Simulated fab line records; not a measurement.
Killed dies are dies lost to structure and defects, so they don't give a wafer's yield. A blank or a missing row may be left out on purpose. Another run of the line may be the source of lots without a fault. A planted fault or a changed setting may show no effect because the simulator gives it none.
What tool caused it? -- flow gf180mcu -- 72 wafers from 24 lots sampled at 3 of the route's 602 steps

## WHAT THE GAUGES SHOWED, per wafer
GF_V2_THK_MEAS_01.
lot,measured,on,V2_CVD_00_THK (nm)
L074,day 19 16:42,filmMetro-02,609 598 601
L075,day 19 22:41,filmMetro-02,594 594 586
L076,day 20 05:02,filmMetro-02,598 595 597
L077,day 21 00:51,filmMetro-01,602 596 601
L078,day 21 12:14,filmMetro-01,609 607 603
L079,day 21 23:31,filmMetro-01,605 599 605
L080,day 22 07:58,filmMetro-01,601 591 598
L081,day 22 20:11,filmMetro-02,596 598 598
L082,day 22 20:25,filmMetro-03,603 604 616
L083,day 23 02:54,filmMetro-01,614 609 610
L084,day 24 02:42,filmMetro-02,604 589 602
L085,day 24 02:48,filmMetro-01,601 605 602
L086,day 24 06:54,filmMetro-01,592 593 595
L087,day 24 12:26,filmMetro-01,596 593 592
L088,day 24 23:07,filmMetro-03,601 607 597
L089,day 25 06:50,filmMetro-02,606 587 605
L090,day 26 00:39,filmMetro-03,587 581 587
L091,day 26 01:35,filmMetro-03,601 581 603
L092,day 26 04:53,filmMetro-03,601 594 603
L093,day 26 09:31,filmMetro-03,596 593 598
L094,day 26 21:44,filmMetro-01,596 601 603
L095,day 27 03:17,filmMetro-02,594 593 602
L096,day 27 22:15,filmMetro-02,589 593 592
L097,day 27 23:26,filmMetro-03,613 609 606

## TOOL THAT RAN EACH LOT (tool first, then ch and the chambers of the sampled wafers, then the start)
lot,GF_M2_SPUTTER_03,GF_M2_METAL_ETCH_16
L074,"pvdSputter-04, day 18 15:28","rieMetal-02 ch 0,1, day 19 15:52"
L075,"pvdSputter-04, day 18 22:24","rieMetal-03 ch 0,1, day 19 21:58"
L076,"pvdSputter-04, day 19 03:47","rieMetal-03 ch 0,1, day 20 04:17"
L077,"pvdSputter-03, day 19 23:56","rieMetal-03 ch 0,1, day 21 00:02"
L078,"pvdSputter-02, day 20 10:45","rieMetal-04 ch 1, day 21 11:22"
L079,"pvdSputter-03, day 20 22:38","rieMetal-03 ch 0,1, day 21 22:46"
L080,"pvdSputter-04, day 21 07:28","rieMetal-04 ch 1, day 22 07:11"
L081,"pvdSputter-02, day 21 20:08","rieMetal-02 ch 0,1, day 22 19:26"
L082,"pvdSputter-03, day 21 20:20","rieMetal-04 ch 1, day 22 19:40"
L083,"pvdSputter-04, day 22 02:04","rieMetal-03 ch 0,1, day 23 02:06"
L084,"pvdSputter-02, day 22 18:47","rieMetal-04 ch 0, day 23 18:06"
L085,"pvdSputter-03, day 22 23:28","rieMetal-04 ch 0, day 23 21:59"
L086,"pvdSputter-04, day 23 08:19","rieMetal-04 ch 0,1, day 24 06:11"
L087,"pvdSputter-04, day 23 15:21","rieMetal-04 ch 0,1, day 24 11:43"
L088,"pvdSputter-02, day 24 00:48","rieMetal-03 ch 0, day 24 22:18"
L089,"pvdSputter-02, day 24 07:03","rieMetal-02 ch 0, day 25 06:01"
L090,"pvdSputter-04, day 25 02:53","rieMetal-04 ch 0,1, day 25 23:57"
L091,"pvdSputter-02, day 25 03:47","rieMetal-03 ch 1, day 26 00:52"
L092,"pvdSputter-04, day 25 07:05","rieMetal-04 ch 1, day 26 04:10"
L093,"pvdSputter-02, day 25 12:04","rieMetal-03 ch 0,1, day 26 08:46"
L094,"pvdSputter-04, day 25 23:53","rieMetal-04 ch 0,1, day 26 21:02"
L095,"pvdSputter-04, day 26 05:20","rieMetal-03 ch 1, day 27 02:34"
L096,"pvdSputter-03, day 27 00:39","rieMetal-04 ch 0,1, day 27 21:32"
L097,"pvdSputter-02, day 27 02:11","rieMetal-02 ch 0,1, day 27 22:43"
- GF_M2_SPUTTER_03: material Ti, target thk 10 nm, time 6.7 s.
- GF_M2_METAL_ETCH_16: etches the open film in Cl2/BCl3, stops on SiO2, target depth 627.5 nm, time 104.6 s.

## WHAT THE TOOLS THEMSELVES READ (means of the sampled wafers that have a number; where no wafer has one, the mark that the record gives instead)
GF_M2_SPUTTER_03.
lot,tool,cathodeDcPowerW (W),substrateTempC (C),throttleValvePct (%)
L074,pvdSputter-04,2999.7,300.13,31.9
L075,pvdSputter-04,3000.1,300.04,31.4
L076,pvdSputter-04,3000.3,299.93,30.6
L077,pvdSputter-03,2999.9,299.93,30.5
L078,pvdSputter-02,3000.6,299.82,29.6
L079,pvdSputter-03,2999.9,300.19,30.9
L080,pvdSputter-04,3000.0,299.85,31.1
L081,pvdSputter-02,3000.2,299.98,29.9
L082,pvdSputter-03,3000.1,299.97,30.6
L083,pvdSputter-04,3000.0,300.14,31.5
L084,pvdSputter-02,3000.0,300.12,29.9
L085,pvdSputter-03,2999.8,300.03,30.9
L086,pvdSputter-04,3000.2,299.79,31.5
L087,pvdSputter-04,3000.2,299.96,30.2
L088,pvdSputter-02,3000.1,300.20,29.0
L089,pvdSputter-02,3000.2,300.16,29.4
L090,pvdSputter-04,2999.9,299.99,30.7
L091,pvdSputter-02,3000.0,299.91,29.5
L092,pvdSputter-04,3000.7,299.94,30.1
L093,pvdSputter-02,3000.1,299.99,29.4
L094,pvdSputter-04,3000.0,299.98,30.6
L095,pvdSputter-04,3000.0,300.04,30.2
L096,pvdSputter-03,3000.1,300.17,30.9
L097,pvdSputter-02,3000.1,300.00,30.0

GF_M2_METAL_ETCH_16.
lot,tool,drypumpMotorCurrentA (A),oesProductAu (a.u.),throttleValvePct (%)
L074,rieMetal-02,6.2,0.980,28.240
L075,rieMetal-03,5.2,0.973,28.257
L076,rieMetal-03,5.2,0.979,28.249
L077,rieMetal-03,5.2,0.970,28.250
L078,rieMetal-04,5.2,0.973,28.247
L079,rieMetal-03,5.2,0.977,28.260
L080,rieMetal-04,5.2,0.976,28.242
L081,rieMetal-02,5.8,0.977,28.243
L082,rieMetal-04,5.2,0.971,28.247
L083,rieMetal-03,5.6,0.973,28.243
L084,rieMetal-04,6.3,0.973,28.240
L085,rieMetal-04,6.3,0.975,28.253
L086,rieMetal-04,5.9,0.975,28.244
L087,rieMetal-04,5.9,0.975,28.244
L088,rieMetal-03,6.0,0.963,28.256
L089,rieMetal-02,5.4,0.969,28.248
L090,rieMetal-04,5.6,0.978,28.243
L091,rieMetal-03,4.8,0.982,28.244
L092,rieMetal-04,5.2,0.979,28.238
L093,rieMetal-03,5.6,0.968,28.244
L094,rieMetal-04,5.9,0.974,28.236
L095,rieMetal-03,4.8,0.979,28.229
L096,rieMetal-04,5.9,0.975,28.257
L097,rieMetal-02,5.8,0.970,28.254

## THE ANSWER, worked out from the rows above alone
Rule: the usual values come from the lots themselves. The widest of any qualifying gaps counts: lots, ordered by their means at a reading, are off when they make up no more than a third of the lots, leave a main group of 4 or more, and stand apart from it by 3 or more times the standard deviation of that group's means. The tables above print the reading to a certain number of digits; a main group whose means all agree to those digits is not used. A lot without any number at a reading at which 4 lots or more have one is off too. Any other lot the step has rows for is counted as sound. After the gauges, taken in route order, come the tools' own readings; for these a lot's mean is taken, as printed above. At the first step where some lot is off, the reading lying furthest off is the one used; lots without a number count as furthest.
No lot is off at any reading shown: from this, nothing can be told.

## WHAT THE SIMULATOR PUT IN
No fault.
